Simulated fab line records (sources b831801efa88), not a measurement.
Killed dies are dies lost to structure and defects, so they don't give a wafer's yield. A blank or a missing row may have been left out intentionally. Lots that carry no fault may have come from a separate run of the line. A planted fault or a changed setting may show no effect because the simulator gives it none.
Code-filled problem report in 8D (eight disciplines) form | flow sky130 | the parts of the form that need people (team, actions taken, sign-off) are left out

== 1. WHAT IS WRONG ==
developer-temp-C at SKY_POLY_GATE_DEVELOP_12 reads a mean of 18.89 C on 9 wafers of 3 lots; wafers without a fault read 21.01 C with a standard deviation of 0.11. That is -19 standard deviations from the usual mean.
The step: develop time 60 s.
The first sign was on wafer L854.1 at day 18 11:00, on litho-track-04. The record has a number at this step for 21 wafers belonging to 7 lots. The rule behind "out" and "out of limits": a value lying over 4 standard deviations away from the usual mean. The other wafers with a number count as sound.

== 2. WHAT IT IS; WHAT IT IS NOT ==
question                    | is                     | is not
which readings at this step | developer-temp-C       | -
which lots                  | L854, L855, L856       | L852, L867, L869, L871
which wafers of those lots  | all that have a number | -
read on which tools         | litho-track-04         | litho-track-02
when                        | from day 18 11:00      | up to then (3 sound wafers); but 9 sound wafers of L867, L869, L871 came after

== 3. SUSPECTS, AND WHAT RULES EACH OUT ==
Counting: a tool stays on the suspect list if, at a process step up to the reading, it processed all lots that are out and no sound lot following the first of them.
- litho-track-04 at SKY_POLY_GATE_DEVELOP_12 (develop time 60 s): kept. All lots that are out passed through it, beginning with L854 at day 18 11:00, and no sound lot followed; its final sound lot before that point was L852 at day 17 22:00. On those wafers its own readings are out: developer-temp-C.
The count leaves litho-track-04 at SKY_POLY_GATE_DEVELOP_12.

== 4. THE CAUSE (what the simulator had put in) ==
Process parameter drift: litho-track-04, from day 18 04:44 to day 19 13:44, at SKY_POLY_GATE_DEVELOP_12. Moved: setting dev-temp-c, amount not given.
Counting left only this tool.

== 5. SEQUENCE OF EFFECTS, ordered by route ==
Each row: a reading where the mean over the struck wafers with a number is more than 3 standard deviations away from the usual. Only readings whose record carries a usual standard deviation are examined. hours: median over the lots of the time between each lot's start at the first step of this table that gives one and its start at this step. sigmas: the change, counted in usual standard deviations.
hours | step                     | reading          | usual   | on struck wafers | change | sigmas
0     | SKY_POLY_GATE_DEVELOP_12 | developer-temp-C | 21.01 C | 18.89            | -2.12  | -19
The process steps in it:
- SKY_POLY_GATE_DEVELOP_12: develop time 60 s.
Later measuring or inspecting steps at which every struck wafer that the step has a row for has a number for every such reading, and none has moved that far: SKY_POLY_GATE_CD_MEAS_13.

== 6. WHAT WOULD HAVE CAUGHT IT SOONER ==
First out-of-limits reading in this record: day 18 11:00, which is 6 hours after fault onset at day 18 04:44.
